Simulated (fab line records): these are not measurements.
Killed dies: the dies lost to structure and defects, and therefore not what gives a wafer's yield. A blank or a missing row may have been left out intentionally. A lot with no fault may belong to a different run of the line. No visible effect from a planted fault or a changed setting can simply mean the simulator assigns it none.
Tool commonality check -- flow sfqLine -- Sample size 14 lots and 42 wafers

## WHY IT WAS OPENED
2 of 14 lots carry a flag on the reading M5_OVL at SFQ_M5_OVL_MEAS_932. No-fault wafers: 0 nm, standard deviation 5.5.
Rule: a lot is flagged when every wafer of it that has a number lies more than 4 standard deviations from that mean, or none has a number. The other lots count as sound.

lot,measured,on,"M5_OVL (nm), wafer by wafer",flag
L885,day 52 08:35,overlay-02,-5 2 -2,
L886,day 52 09:46,overlay-02,-2 2 5,
L887,day 52 10:58,overlay-02,8 -3 -3,
L888,day 52 12:11,overlay-02,-1 -2 -5,
L890,day 54 20:26,overlay-02,0 -2 -1,
L894,day 55 18:50,overlay-02,131 140 136,FLAGGED
L895,day 55 20:02,overlay-02,147 148 144,FLAGGED
L900,day 62 04:22,overlay-01,3 -3 -4,
L901,day 62 05:34,overlay-01,1 -4 -4,
L903,day 62 07:58,overlay-01,6 3 5,
L904,day 62 09:10,overlay-01,4 6 5,
L906,day 67 09:05,overlay-01,5 -3 -3,
L907,day 67 14:17,overlay-01,-5 0 -1,
L908,day 68 13:06,overlay-01,-5 3 4,
The numbers of the flagged lots are 141 nm on average: +141 nm against the usual, or +26 standard deviations.

## LOT BY LOT: THE TOOL USED
The record keeps 1 process step preceding the reading, out of 325 steps on the route. In each cell: the tool, then ch and the chambers that the sampled wafers went through, then the start.
lot,flag,SFQ_TRILAYER_M5_LITHO_EXPOSE_124
L885,,"krfScanner-01 ch 0, day 52 07:16"
L886,,"krfScanner-01 ch 0, day 52 08:16"
L887,,"krfScanner-01 ch 0, day 52 09:28"
L888,,"krfScanner-01 ch 0, day 52 10:52"
L890,,"krfScanner-02 ch 0, day 54 19:08"
L894,FLAGGED,"krfScanner-01 ch 0, day 55 17:20"
L895,FLAGGED,"krfScanner-01 ch 0, day 55 18:32"
L900,,"krfScanner-02 ch 0, day 62 03:16"
L901,,"krfScanner-02 ch 0, day 62 04:16"
L903,,"krfScanner-02 ch 0, day 62 06:28"
L904,,"krfScanner-02 ch 0, day 62 07:40"
L906,,"krfScanner-02 ch 0, day 67 07:47"
L907,,"krfScanner-02 ch 0, day 67 12:47"
L908,,"krfScanner-02 ch 0, day 68 11:59"
What the steps here do:
- SFQ_TRILAYER_M5_LITHO_EXPOSE_124: exposes mask M5, target cd 700 nm.
- SFQ_M5_OVL_MEAS_932

## FLAGGED OVER TOTAL, TOOL BY TOOL (the gauges that took the reading come last)
step,tool,lots run,flagged,share of the flagged lots,sound lots run after its first flagged lot
SFQ_TRILAYER_M5_LITHO_EXPOSE_124,krfScanner-01,6,2,all,0
SFQ_TRILAYER_M5_LITHO_EXPOSE_124,krfScanner-02,8,0,none,-
SFQ_M5_OVL_MEAS_932,overlay-01,7,0,none,-
SFQ_M5_OVL_MEAS_932,overlay-02,7,2,all,0

## WHAT IS ALLOWED BY THE TABLE
In 2 table rows, all flagged lots were run: krfScanner-01 (SFQ_TRILAYER_M5_LITHO_EXPOSE_124), overlay-02 (SFQ_M5_OVL_MEAS_932).
- krfScanner-01 at SFQ_TRILAYER_M5_LITHO_EXPOSE_124 ran 6 lots, 2 of them flagged. Its last sound lot is L888 (day 52 10:52), its first flagged lot L894 (day 55 17:20): a fault that began between those two fits.
- overlay-02 at SFQ_M5_OVL_MEAS_932 ran 7 lots, 2 of them flagged. Its last sound lot is L890 (day 54 20:26), its first flagged lot L894 (day 55 18:50): a fault that began between those two fits.
Counting lots can't tell these 2 tools apart, because each fits a fault that began at some hour. More lots, or a look at what each step does to the wafer, might.

## WHAT HAD BEEN PUT IN BY THE SIMULATOR
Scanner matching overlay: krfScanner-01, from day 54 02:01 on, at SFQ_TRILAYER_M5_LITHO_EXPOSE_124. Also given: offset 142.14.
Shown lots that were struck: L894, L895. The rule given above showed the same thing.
